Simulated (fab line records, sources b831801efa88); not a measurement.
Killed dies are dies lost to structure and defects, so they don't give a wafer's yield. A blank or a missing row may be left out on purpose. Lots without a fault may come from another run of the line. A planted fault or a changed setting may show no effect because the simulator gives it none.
A struck lot beside a sound one | flow sky130 | 17 steps out of a route of 708
Sound: wafers L345.2, L345.3, L345.4. Struck: wafer L359.2. (L359.5 of the same lot was not struck and is left out.) The cause comes at the end.
At each step with rows: each side's tool, then ch and its chambers, then its first start. Under that, the readings that differ: sound wafers | struck wafers | difference of the means | sigmas: that difference in standard deviations of wafers without a fault.
alike: readings whose means differ by less than 2 such deviations, and words and numbers that are the same on both sides. not compared: withheld readings, readings that some wafer has no value for, bounds like >300 that may hide the same value, and numbers for which the record gives no deviation and whose values overlap.
The two part at a step that has a row with sigmas, a row that says differs or no value, or rows on one side only. Numbers that don't overlap but have no deviation are shown without sigmas and don't part them. A reading that every wafer of one side lacks parts them only if that side has two wafers or more.

first, 2 steps without rows for these wafers: SKY_NWELL_IMPLANT_12; SKY_NWELL_IMPLANT_13.
SKY_NWELL_STRIP_14: strips in O2/N2.
  sound on plasma_asher-04 ch 0,1, day 5 14:23; struck on plasma_asher-01 ch 0, day 9 01:23
  alike: drypump_motor_current_A, oes_product_au, strip_time_to_endpoint_s
  not compared: rf_hours_counter_h
SKY_NWELL_TW_MEAS_15:
  sound on film_metro-01, day 5 14:30; struck on film_metro-03, day 9 01:30
  alike: NWELL_TW
then, 7 steps without rows for these wafers: SKY_NWELL_DEHYDRATE_16 (time 60 s); SKY_NWELL_HMDS_17 (prime time 60 s); SKY_NWELL_COAT_18 (resist thk 3000 nm); SKY_NWELL_SOFTBAKE_19; SKY_NWELL_EXPOSE_20 (exposes mask NWM COMPLEMENT, target cd 840 nm); SKY_NWELL_PEB_21; SKY_NWELL_DEVELOP_22 (develop time 60 s).
SKY_NWELL_OVL_MEAS_23:
  sound on overlay-02, day 6 09:13; struck on overlay-02, day 10 00:49
  alike: NWELL_01_OVL
SKY_NWELL_IMPLANT_24:
  sound on implanter-02 ch 0, day 6 09:17; struck on implanter-02 ch 0, day 10 00:53
  reading            | sound            | struck | difference | sigmas
  beam_on_s (s)      | 10.10 9.58 10.17 | 8.62   | -1.33      | -6
  faraday_current_uA | 51.5 53.8 51.3   | 60.1   | +7.9       | +7
SKY_NWELL_STRIP_25: strips in O2/N2.
  sound on plasma_asher-01 ch 0,1, day 6 09:24; struck on plasma_asher-01 ch 0, day 10 01:00
  reading                      | sound             | struck | difference | sigmas
  strip_time_to_endpoint_s (s) | 37.03 36.96 37.00 | 36.79  | -0.21      | -2
  alike: drypump_motor_current_A, oes_product_au
  not compared: rf_hours_counter_h
SKY_NWELL_TW_MEAS_26:
  sound on film_metro-03, day 6 09:31; struck on film_metro-04, day 10 01:07
  alike: NWELL_2_TW
then, 1 step without rows for these wafers: SKY_NWELL_CLEAN_27 (cleans in SC1/SC2, time 150 s).
-- the record jumps here: 41 days lie between the struck wafers' starts before and after (it left off in module NWELL and takes up again in module PAD_OPEN, whose first step shown is number 708 of the route) --
SKY_PAD_OPEN_PROBE_99:
  sound on prober-02, day 48 05:22; struck on prober-02, day 51 08:45
  reading                                    | sound                         | struck    | difference | sigmas
  killed_at_front_end                        | 14 11 14                      | 21        | +8         | +2
  model.etest.pfet_16v.r_on_ohm_um           | 1.522e+04 1.538e+04 1.541e+04 | 1.653e+04 | +1.193e+03 |
  model.etest.res_pwell_under_gate.rs_ohm_sq | 2283 2312 2299                | 2542      | +244       |
  model.etest.pfet_16v.drive_ua_um           | 242.4 237.7 242               | 222.9     | -17.8      |
  model.etest.field_n.vt_v (V)               | 35.09 35.55 35.87             | 32.54     | -2.96      |
  alike: killed_at_M0_to_M3, killed_at_M4_up, killed_at_contacts, killed_at_other, killed_dies, killed_on_rim, killed_open, killed_short

WHERE THEY PART
First at SKY_NWELL_IMPLANT_24; last, within this record, at SKY_PAD_OPEN_PROBE_99.

WHY: what the simulator had put in
Process parameter drift: implanter-02, from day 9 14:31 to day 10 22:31, at SKY_NWELL_IMPLANT_24. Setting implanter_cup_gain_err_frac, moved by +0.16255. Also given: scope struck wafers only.
